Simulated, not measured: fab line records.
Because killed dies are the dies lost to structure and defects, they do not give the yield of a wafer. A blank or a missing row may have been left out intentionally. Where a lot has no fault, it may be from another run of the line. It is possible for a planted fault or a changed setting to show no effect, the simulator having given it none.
Comparing a struck lot with a sound one	flow sky130	46 out of 708 route steps
Sound: wafers L754.2, L754.3, L754.6. The struck wafers were L756.1, L756.2, L756.3. The cause is named last.
Per side, at each step with rows, come the tool, then ch with its chambers, and then its first start. Under that, the readings that differ: sound wafers	struck wafers	difference of the means	sigmas: that difference in standard deviations of wafers without a fault.
alike: words and numbers the same on both sides, and readings whose means are apart by under 2 such deviations; not compared: readings that were withheld, readings missing a value for some wafer, numbers with overlapping values and no deviation given by the record, and bounds like >300 which may hide the same value.
A row with sigmas, a row that says differs or no value, or rows on one side alone: a step with any of these is where the two part. Numbers that have no deviation but don't overlap get no sigmas and don't part them. A reading missing from all wafers of one side parts the sides only when that side holds two or more wafers.

first, 6 steps without rows for these wafers: SKY_VT_ADJUST_LVTN_HMDS_01 (prime time 60 s); SKY_VT_ADJUST_LVTN_COAT_02 (resist thk 3000 nm); SKY_VT_ADJUST_LVTN_SOFTBAKE_03; SKY_VT_ADJUST_LVTN_EXPOSE_04 (exposes mask NWM COMPLEMENT LESS NATIVE, target cd 840 nm); SKY_VT_ADJUST_LVTN_PEB_05; SKY_VT_ADJUST_LVTN_DEVELOP_06 (develop time 60 s).
SKY_VT_ADJUST_LVTN_OVL_MEAS_07:
  sound on overlay-01, day 7 16:20; struck on overlay-01, day 8 04:14
  alike: VT_ADJUST_LVTN_OVL
after that, 1 step had no rows for these wafers: SKY_VT_ADJUST_LVTN_IMPLANT_08.
SKY_VT_ADJUST_LVTN_STRIP_09: strips in O2/N2.
  sound on plasma_asher-02 ch 1, day 7 16:31; struck on plasma_asher-01 ch 0,1, day 8 04:25
  alike: drypump_motor_current_A, oes_product_au, strip_time_to_endpoint_s
  not compared: rf_hours_counter_h
SKY_VT_ADJUST_LVTN_TW_MEAS_10:
  sound on film_metro-01, day 7 16:38; struck on film_metro-01, day 8 04:31
  alike: VT_ADJUST_LVTN_TW
then, 2 steps without rows for these wafers: SKY_VT_ADJUST_LVTN_DEHYDRATE_11 (time 60 s); SKY_VT_ADJUST_LVTN_HMDS_12 (prime time 60 s).
SKY_VT_ADJUST_LVTN_COAT_13: resist thk 1140 nm.
  sound on litho_track-02 ch 0, day 8 02:46; struck on litho_track-01, day 8 14:47
  no value came back on the struck wafers for chill_plate_temp_C (C), dispense_pressure_kPa (kPa); on the sound wafers chill_plate_temp_C (C) reads 22.98 23.08 22.94
then, 4 steps without rows for these wafers: SKY_VT_ADJUST_LVTN_SOFTBAKE_14 (time 60 s); SKY_VT_ADJUST_LVTN_EXPOSE_15 (exposes mask HVN STD DERIVED, target cd 600 nm); SKY_VT_ADJUST_LVTN_PEB_16; SKY_VT_ADJUST_LVTN_DEVELOP_17 (develop time 60 s).
SKY_VT_ADJUST_LVTN_OVL_MEAS_18:
  sound on overlay-01, day 8 12:59; struck on overlay-02, day 9 01:17
reading	sound	struck	difference	sigmas
VT_ADJUST_LVTN_01_OVL (nm)	1.1 0.8 -0.2	- - -	no value on the struck wafers	
after that, 1 step had no rows for these wafers: SKY_VT_ADJUST_LVTN_IMPLANT_19.
SKY_VT_ADJUST_LVTN_STRIP_20: strips in O2/N2.
  sound on plasma_asher-01 ch 0,1, day 8 13:10; struck on plasma_asher-02 ch 0,1, day 9 01:28
  no value came back on the struck wafers for oes_product_au (a.u.), strip_time_to_endpoint_s (s); on the sound wafers oes_product_au (a.u.) reads 0.716 0.711 0.711
  alike: drypump_motor_current_A
  not compared: rf_hours_counter_h
SKY_VT_ADJUST_LVTN_TW_MEAS_21:
  sound on film_metro-02, day 8 13:17; struck on film_metro-01, day 9 01:34
  alike: VT_ADJUST_LVTN_2_TW
then, 7 steps without rows for these wafers: SKY_VT_ADJUST_NCORE_DEHYDRATE_00 (time 60 s); SKY_VT_ADJUST_NCORE_HMDS_01 (prime time 60 s); SKY_VT_ADJUST_NCORE_COAT_02 (resist thk 1121 nm); SKY_VT_ADJUST_NCORE_SOFTBAKE_03 (time 60 s); SKY_VT_ADJUST_NCORE_EXPOSE_04 (exposes mask LVTN COMPLEMENT THIN, target cd 380 nm); SKY_VT_ADJUST_NCORE_PEB_05; SKY_VT_ADJUST_NCORE_DEVELOP_06 (develop time 60 s).
SKY_VT_ADJUST_NCORE_CD_MEAS_07: the cd target is 380 nm.
  sound on cd_sem-01, day 9 10:42; struck on cd_sem-02, day 9 23:35
  alike: cd_nm
SKY_VT_ADJUST_NCORE_OVL_MEAS_08:
  sound on overlay-02, day 9 10:49; struck on overlay-02, day 9 23:42
  alike: VT_ADJUST_NCORE_OVL
after that, 1 step had no rows for these wafers: SKY_VT_ADJUST_NCORE_IMPLANT_09.
SKY_VT_ADJUST_NCORE_STRIP_10: strips in O2/N2.
  sound on plasma_asher-02 ch 0,1, day 9 10:59; struck on plasma_asher-03 ch 0,1, day 9 23:53
reading	sound	struck	difference	sigmas
strip_time_to_endpoint_s (s)	13.89 13.89 13.93	14.00 14.00 13.95	+0.08	+2
  alike: drypump_motor_current_A, oes_product_au
  not compared: rf_hours_counter_h
SKY_VT_ADJUST_NCORE_TW_MEAS_11:
  sound on film_metro-03, day 9 11:06; struck on film_metro-04, day 9 23:59
reading	sound	struck	difference	sigmas
VT_ADJUST_NCORE_TW	215.7 215.4 215.7	253.4 252.5 252.2	+37.1	+14
then, 7 steps without rows for these wafers: SKY_VT_ADJUST_HVTR_DEHYDRATE_00 (time 60 s); SKY_VT_ADJUST_HVTR_HMDS_01 (prime time 60 s); SKY_VT_ADJUST_HVTR_COAT_02 (resist thk 1140 nm); SKY_VT_ADJUST_HVTR_SOFTBAKE_03 (time 60 s); SKY_VT_ADJUST_HVTR_EXPOSE_04 (exposes mask HVTRM, target cd 380 nm); SKY_VT_ADJUST_HVTR_PEB_05; SKY_VT_ADJUST_HVTR_DEVELOP_06 (develop time 60 s).
SKY_VT_ADJUST_HVTR_CD_MEAS_07: the cd target is 380 nm.
  sound on cd_sem-01, day 10 08:45; struck on cd_sem-02, day 10 22:14
  alike: cd_nm
SKY_VT_ADJUST_HVTR_OVL_MEAS_08:
  sound on overlay-02, day 10 08:52; struck on overlay-02, day 10 22:21
  alike: VT_ADJUST_HVTR_OVL
SKY_VT_ADJUST_HVTR_TW_MEAS_11:
  sound on film_metro-04, day 10 09:09; struck on film_metro-02, day 10 22:38
reading	sound	struck	difference	sigmas
VT_ADJUST_HVTR_TW	214.4 214.5 214.5	247.0 244.9 246.0	+31.5	+24
SKY_VT_ADJUST_PCH_TW_MEAS_10:
  sound on film_metro-04, day 11 08:17; struck on film_metro-03, day 11 22:17
reading	sound	struck	difference	sigmas
VT_ADJUST_PCH_TW	143.3 143.6 143.1	200.5 201.8 200.9	+57.7	+29
SKY_SONOS_TUNNEL_TW_MEAS_12:
  sound on film_metro-03, day 12 08:16; struck on film_metro-03, day 12 23:04
reading	sound	struck	difference	sigmas
SONOS_TUNNEL_TW	196.8 195.3 195.8	232.8 231.9 232.8	+36.5	+17
-- record jumps: 34 days separate the struck wafers' starts on either side; left off in module SONOS_TUNNEL, taken up again in module PAD_OPEN, whose first shown step is the route's number 708 --
SKY_PAD_OPEN_PROBE_99:
  sound on prober-02, day 46 09:00; struck on prober-02, day 46 23:46
reading	sound	struck	difference	sigmas
model.etest.nfet_16v.r_on_ohm_um	1.429e+04 1.43e+04 1.419e+04	1.672e+04 1.678e+04 1.665e+04	+2.457e+03	
model.etest.res_pwde_under_gate.rs_ohm_sq	6131 6159 6154	5636 5633 5604	-524	
model.etest.pfet_16v.r_on_ohm_um	1.555e+04 1.503e+04 1.538e+04	1.462e+04 1.473e+04 1.483e+04	-5.933e+02	
model.etest.pfet_g5v0d10v5.r_on_ohm_um	4764 4772 4671	4446 4482 4440	-280	
model.etest.tip_p.rs_ohm_sq	7004 7035 6940	6492 6545 6560	-461	
model.etest.pfet_01v8.r_on_ohm_um	2931 3023 2947	2777 2803 2782	-180	
model.etest.tip_p_5v.rs_ohm_sq	2832 2854 2842	2762 2762 2745	-86	
model.etest.nfet_05v0_nvt.drive_ua_um	569.2 564.1 573.2	542.4 534.5 539.8	-29.9	

WHERE THEY PART
Last at SKY_SONOS_TUNNEL_TW_MEAS_12 as far as this record goes, first at SKY_VT_ADJUST_LVTN_COAT_13.

WHY: what had been put in by the simulator
At SKY_VT_ADJUST_LVTN_COAT_13, the step was skipped entirely on litho_track-01 from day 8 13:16 on. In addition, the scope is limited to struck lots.
